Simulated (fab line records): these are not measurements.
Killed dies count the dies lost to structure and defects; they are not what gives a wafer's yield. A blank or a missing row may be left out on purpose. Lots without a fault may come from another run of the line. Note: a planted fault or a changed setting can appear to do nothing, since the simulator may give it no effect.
Matching of chambers -- flow sky130 -- cmp-02 running SKY_LI_CONTACT_CMP_24: 4 sister chambers
The step polishes, stops on PSG, t overpolish 20 s, target thk 0 nm. 8 wafers are shown with their chamber, then 8 later ones without.

EACH WAFER AND ITS CHAMBER
wafer,chamber,motorCurrentA (A),timeToEndpointS (s)
L342.3,1,11.3,99
L352.2,1,11.0,93
L352.3,2,8.6,90
L352.4,0,11.5,92
L354.2,2,8.9,91
L354.5,0,11.0,97
L354.6,3,9.6,96
L359.3,3,9.9,91

WAFERS WITHOUT THEIR CHAMBER
wafer,motorCurrentA (A),timeToEndpointS (s)
L359.4,11.2,97
L359.5,8.6,90
L360.3,11.4,96
L360.5,10.1,92
L360.6,11.2,92
L362.1,8.7,96
L362.5,9.7,100
L362.6,8.9,94

EACH ONE'S CHAMBER
wafer,from the rows above,in truth
L359.4,can't be placed: 1 or 0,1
L359.5,2,2
L360.3,can't be placed: 0 or 1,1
L360.5,3,3
L360.6,can't be placed: 0 or 1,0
L362.1,2,2
L362.5,3,3
L362.6,2,2
Correct placement for 5 of the 8. Not placeable from these rows: 3 (in 3, the candidates include the true chamber). Placed wrongly: 0.
How it was worked out, from the rows above alone: a wafer's distance from a chamber is the root of the sum, over the readings, of the square of ((its reading less the chamber's mean) divided by the reading's scatter). The wafer belongs to the nearest chamber; if the next one is less than 2 further off, it can't be placed. For every chamber, the mean is computed from those of its wafers that are shown. The scatter: the root of (the sum of the squares of (reading less its chamber's mean) over the shown wafers, divided by (wafers less chambers)).
